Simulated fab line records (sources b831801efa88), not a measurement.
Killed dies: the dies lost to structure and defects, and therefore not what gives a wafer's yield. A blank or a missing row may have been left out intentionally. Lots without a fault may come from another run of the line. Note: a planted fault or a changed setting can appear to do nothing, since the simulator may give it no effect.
A struck lot beside a sound one / flow sky130 / 16 steps out of a route of 708
Sound: the wafers L354.2, L354.4, L354.6. Struck: wafers L373.5, L373.6. (L373.1 of the same lot was not struck and is left out.) The cause comes at the end.
Per side, at each step with rows, come the tool, then ch with its chambers, and then its first start. Under that, the readings that differ: sound wafers / struck wafers / difference of the means / sigmas: that difference in standard deviations of wafers without a fault.
alike: readings whose means differ by less than 2 such deviations, and words and numbers that are the same on both sides. not compared: withheld readings, readings that some wafer has no value for, bounds like >300 that may hide the same value, and numbers for which the record gives no deviation and whose values overlap.
Wherever a step has rows on one side only, a row that says differs or no value, or a row with sigmas, the two part there. Non-overlapping numbers with no deviation appear without sigmas and do not part them. A reading that every wafer of one side lacks parts them only if that side has two wafers or more.

first, 2 steps without rows for these wafers: SKY_METAL4_PEB_11; SKY_METAL4_DEVELOP_12 (develop time 60 s).
SKY_METAL4_CD_MEAS_13 targets a cd of 300 nm.
  struck on cdSem-02, day 47 00:49; sound on cdSem-01, day 41 23:47
  alike: cdNm
SKY_METAL4_OVL_MEAS_14:
  struck on overlay-02, day 47 00:56; sound on overlay-02, day 41 23:53
  alike: METAL4_OVL
SKY_METAL4_DESCUM_15: chemistry O2, time 8 s.
  sound on rieMetal-04 ch 0, day 41 23:55; struck on rieMetal-01 ch 0,1, day 47 00:58
reading=drypumpMotorCurrentA (A); sound=6.37 6.37 6.38; struck=5.74 5.84; difference=-0.58; sigmas=-3
reading=oesProductAu (a.u.); sound=1.024 1.023 1.013; struck=0.981 0.970; difference=-0.044; sigmas=-4
  not compared: rfHoursCounterH
SKY_METAL4_ETCH_16: etches BARC in N2/H2, stops on SiO2, time 88.2 s, target depth 60 nm.
  sound on rieMetal-04 ch 0, day 41 23:57; struck on rieMetal-01 ch 0,1, day 47 01:00
reading=drypumpMotorCurrentA (A); sound=6.40 6.41 6.42; struck=5.77 5.83; difference=-0.61; sigmas=-3
  alike: n2FlowSccm, oesProductAu, throttleValvePct
  not compared: rfHoursCounterH
SKY_METAL4_ETCH_17: etches SiO2 in C4F8/O2/Ar, stops on TiN, time 3.9 s, target depth 15 nm.
  sound on rieDiel-04 ch 0,1,2, day 42 00:03; struck on rieDiel-02 ch 1,2, day 47 01:06
  alike: oesProductAu
  not compared: rfHoursCounterH
SKY_METAL4_METAL_ETCH_18: etches the open film in Cl2/BCl3, stops on SiO2, target depth 845 nm, time 183.1 s.
  sound on rieMetal-03 ch 1, day 42 00:04; struck on rieMetal-03 ch 0,1, day 47 01:07
  alike: drypumpMotorCurrentA, oesProductAu, throttleValvePct
  not compared: rfHoursCounterH
then, 4 steps without rows for these wafers: SKY_METAL4_STRIP_19 (strips in O2/N2); SKY_METAL4_STRIP_20 (strips in post etch residue remover, time 1200 s); SKY_METAL4_CLEAN_21 (cleans in IPA, time 180 s); SKY_METAL4_CLEAN_22 (cleans in O3/DIW).
SKY_VIA4_HDPCVD_00: deposits SiO2, target thk 1750 nm, time 291.7 s.
  sound on hdpcvd-02 ch 0,1,2, day 42 00:50; struck on hdpcvd-01 ch 0,2, day 47 01:53
reading=model.SiO2_of_VIA4_HDPCVD_00.thkNm (nm); sound=1755 1746 1712; struck=1238 1289; difference=-474; sigmas=
  alike: susceptorTempC
SKY_VIA4_THK_MEAS_01:
  struck on filmMetro-04, day 47 02:04; sound on filmMetro-04, day 42 01:02
reading=VIA4_HDPCVD_THK (nm); sound=1756 1746 1712; struck=1237 1288; difference=-476; sigmas=-23
SKY_VIA4_CMP_02: polishes SiO2.
  sound on cmp-02 ch 2,3, day 42 01:05; struck on cmp-01 ch 0,1, day 47 02:08
reading=motorCurrentA (A); sound=13.9 15.9 15.4; struck=11.8 11.8; difference=-3.3; sigmas=-2
  alike: slurryFlowMlMin
-- the record jumps here: 3 days lie between the struck wafers' starts before and after (it left off in module VIA4 and takes up again in module PAD_OPEN, whose first step shown is number 708 of the route) --
SKY_PAD_OPEN_PROBE_99:
  struck on prober-02, day 50 09:14; sound on prober-02, day 46 00:20
reading=model.etest.tester.sortNPass; sound=406 393 404; struck=218 310; difference=-137; sigmas=
reading=model.etest.tester.sortYieldPct (%); sound=82.52 79.88 82.11; struck=44.31 63.01; difference=-27.84; sigmas=
reading=model.etest.tester.sort_bin_3_pct (%); sound=1.423 1.22 1.22; struck=39.02 19.92; difference=+28.18; sigmas=
reading=model.etest.met5Comb.leakLog10AUm; sound=-12.09 -11.93 -11.95; struck=-7.108 -7.816; difference=+4.528; sigmas=
reading=model.etest.tester.sort_bin_8_pct (%); sound=0 0 0; struck=7.835e-09 9.039e-09; difference=+8.437e-09; sigmas=
  alike: defectLimitedYield, killed_at_M0_to_M3, killed_at_M4_up, killedAtContacts, killedAtFrontEnd, killedAtOther, killedDies, killedOpen, killedShort

== WHERE THEY PART ==
At SKY_METAL4_DESCUM_15 first; at SKY_VIA4_CMP_02 last (within this record only). Later steps at which nothing parts them and some readings are alike: SKY_PAD_OPEN_PROBE_99.

WHY: what had been put in by the simulator
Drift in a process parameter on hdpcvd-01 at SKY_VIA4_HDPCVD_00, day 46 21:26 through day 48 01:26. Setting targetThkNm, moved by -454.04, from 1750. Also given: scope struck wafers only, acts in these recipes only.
